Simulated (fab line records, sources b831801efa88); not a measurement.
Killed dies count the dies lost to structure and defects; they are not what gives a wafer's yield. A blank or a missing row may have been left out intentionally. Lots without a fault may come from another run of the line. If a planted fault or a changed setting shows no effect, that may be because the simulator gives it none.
8D (eight disciplines) problem report, filled in by code    flow sky130    the parts of the form that need people (team, actions taken, sign-off) are left out

== 1. PROBLEM STATEMENT ==
NWELL_2_TW at SKY_NWELL_TW_MEAS_26 reads a mean of 547.5 on 6 wafers of 2 lots; wafers without a fault read 496.6 with a standard deviation of 2.4. That puts it +21 standard deviations away from the usual mean.
First observed at day 7 20:43: wafer L188.2, on film metro-03. At this step, 33 wafers from 11 lots have a number in the record. Rule for "out", or "out of limits": more than 4 standard deviations from the usual mean. The other wafers with a number count as sound.

== 2. WHAT IT IS, WHAT IT ISN'T ==
question                     is                            is not
which readings at this step  NWELL_2_TW                    -
which lots                   L188, L192                    L181, L182, L183, L185, L194, L195, L196, L197, L198
which wafers of those lots   all that have a number        -
read on which gauges         film metro-01, film metro-03  film metro-02
when                         from day 7 20:43              up to then (12 sound wafers); but 15 sound wafers of L194, L195, L196, L197, L198 came after

== 3. THE SUSPECTS, EACH WITH WHAT RULES IT OUT ==
Counting: a tool stays on the suspect list if, at a process step up to the reading, it processed all lots that are out and no sound lot following the first of them.
- the gauge at SKY_NWELL_TW_MEAS_26 has been ruled out. The wafers that are out were read on 2 gauges (film metro-01, film metro-03).
- litho track-01 at SKY_PWDE_COAT_02 (resist thk 3000 nm): kept. It processed each lot that is out, first L188 at day 5 20:11, and no sound lot thereafter; up to then, the last sound lot it processed was L185 at day 5 03:25.
- plasma asher-01 at SKY_PWDE_STRIP_09 (strips in O2/N2): ruled out as a lasting fault. The sound lots L194, L195, L197, L198 went through it after L188, its earliest lot that is out (day 6 05:43).
The count leaves litho track-01 at SKY_PWDE_COAT_02.

== 4. THE CAUSE (what the simulator had put in) ==
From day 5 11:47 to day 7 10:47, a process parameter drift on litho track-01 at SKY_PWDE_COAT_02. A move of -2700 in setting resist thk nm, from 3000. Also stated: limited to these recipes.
The count eliminated every tool but this one.

== 5. THE CHAIN OF EFFECTS, in route order ==
Each row: a reading where the mean over the struck wafers with a number is more than 3 standard deviations away from the usual. Only readings for which the record gives a usual standard deviation are gone through. hours: the time from each lot's start at the first step in this table that gives one to its start at this step, as a median over the lots. sigmas: the change in usual standard deviations.
hours  step                   reading                   usual       on struck wafers  change  sigmas
0      SKY_PWDE_STRIP_09      oes product au            0.723 a.u.  0.417             -0.306  -65
0      SKY_PWDE_STRIP_09      strip time to endpoint s  36.93 s     4.36              -32.57  -99 or more
40     SKY_NWELL_TW_MEAS_26   NWELL_2_TW                496.6       547.5             +50.9   +21
1010   SKY_PAD_OPEN_PROBE_99  killed at front end       15          420               +404    +81
1010   SKY_PAD_OPEN_PROBE_99  killed dies               87          492               +405    +47
1010   SKY_PAD_OPEN_PROBE_99  killed on rim             17          96                +79     +20
Here are the process steps it includes:
- SKY_PWDE_STRIP_09: strips in O2/N2.
- SKY_PAD_OPEN_PROBE_99
Later steps that measure or inspect, where all struck wafers having a row at the step show a number for every such reading and not one has moved that far: SKY_POLY_GATE_CD_MEAS_13.

== 6. HOW IT WOULD HAVE BEEN CAUGHT EARLIER ==
57 hours passed between the start of the fault at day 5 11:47 and the first reading out of limits at a measuring or inspecting step in this record, taken at day 7 20:43.
Each of the lots that are out, 2 in all, had begun SKY_PWDE_COAT_02 on litho track-01 no later than day 7 20:43. A hold on the tool at that time would have spared none of them.
